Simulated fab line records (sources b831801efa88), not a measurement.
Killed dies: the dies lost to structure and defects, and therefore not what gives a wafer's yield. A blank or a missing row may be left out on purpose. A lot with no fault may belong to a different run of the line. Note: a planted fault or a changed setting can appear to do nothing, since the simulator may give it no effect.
2 desks looking at one fault ; flow sky130 ; numbers are kept per desk, each desk with only its own; the story behind them comes last

== FOR THE TOOL OWNER'S DESK: pvd_sputter-02 ==
The tool's own readings at SKY_LOCAL_INTERCONNECT_SPUTTER_00 (material TiN, target thk 100 nm, time 83.3 s): means of the sampled wafers that have a number, for each lot that ran on this tool. Marked OUT: a lot whose mean sits more than 4 standard deviations from the usual mean, which makes it out of limits; the brackets give that distance.
Columns: A = cathode_dc_power_W at SKY_LOCAL_INTERCONNECT_SPUTTER_00, usual 6499.9 W; B = chamber_pressure_pa at SKY_LOCAL_INTERCONNECT_SPUTTER_00, usual 0.3999 Pa; C = throttle_valve_pct at SKY_LOCAL_INTERCONNECT_SPUTTER_00, usual 29.7 %
lot;first seen here;A;B;C
L254;day 30 23:07;6499.0;0.3991;30.3
L255;day 31 00:28;6500.3;0.3990;28.6
L259;day 32 08:34;6500.1;0.3991;28.7
L263;day 34 02:47;6385.3 (-95) OUT;0.3994;29.3
L264;day 34 04:34;6269.6 (-99 or more) OUT;0.3993;28.4
L266;day 34 11:41;6384.9 (-96) OUT;0.3995;29.7
L272;day 36 20:23;6499.1;0.4000;28.8
This desk finds L263, L264, L266 out of limits, L263 being first, at day 34 02:47 (cathode_dc_power_W at SKY_LOCAL_INTERCONNECT_SPUTTER_00). L254, L255, L259, L272 stayed within limits.

== FROM THE METROLOGY DESK ==
Lot by lot, what the gauges showed, no matter which tool ran the lot: averages of those sampled wafers that carry a number. Marked OUT: a lot whose mean sits more than 4 standard deviations from the usual mean, which makes it out of limits; the brackets give that distance.
Columns: A = LI_CONTACT_HDPCVD_THK at SKY_LI_CONTACT_THK_MEAS_01, usual 931 nm; B = LOCAL_INTERCONNECT_TIN_RS at SKY_LOCAL_INTERCONNECT_RS_MEAS_01, usual 14.10 ohm/sq; C = LOCAL_INTERCONNECT_TIN_THK at SKY_LOCAL_INTERCONNECT_THK_MEAS_02, usual 100.9 nm
lot;first seen here;A;B;C
L254;day 29 17:14;928;14.25;99.4
L253;day 29 17:22;950;14.05;102.8
L255;day 29 18:51;924;13.99;103.3
L259;day 31 03:14;935;14.16;100.7
L263;day 32 21:53;916;14.42;98.4
L264;day 32 23:05;925;14.64;98.1
L266;day 33 06:56;926;14.40;98.7
L270;day 34 18:59;929;13.89;101.9
L271;day 35 15:12;932;14.04;100.8
L272;day 35 16:11;930;13.98;101.2
Finding of this desk: none of the 10 lots has anything out of limits.

== BROUGHT TOGETHER ==
On L263, L264, L266, at day 34 02:47, an alarm was possible from the tool owner's desk.
Nothing out of limits was seen by the metrology desk.
The metrology desk holds a record of L263, L264, L266, inside its limits.
The lots listed all ran SKY_LOCAL_INTERCONNECT_SPUTTER_00 on pvd_sputter-02.

== WHAT THE SIMULATOR HAD PUT IN ==
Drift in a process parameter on pvd_sputter-02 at SKY_LOCAL_INTERCONNECT_SPUTTER_00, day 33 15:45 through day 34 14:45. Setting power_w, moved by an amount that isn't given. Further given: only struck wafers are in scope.
Shown lots that were struck: L263, L264, L266.
Each desk's first reading out of limits, in hours after the fault started: the tool owner's desk, 11.
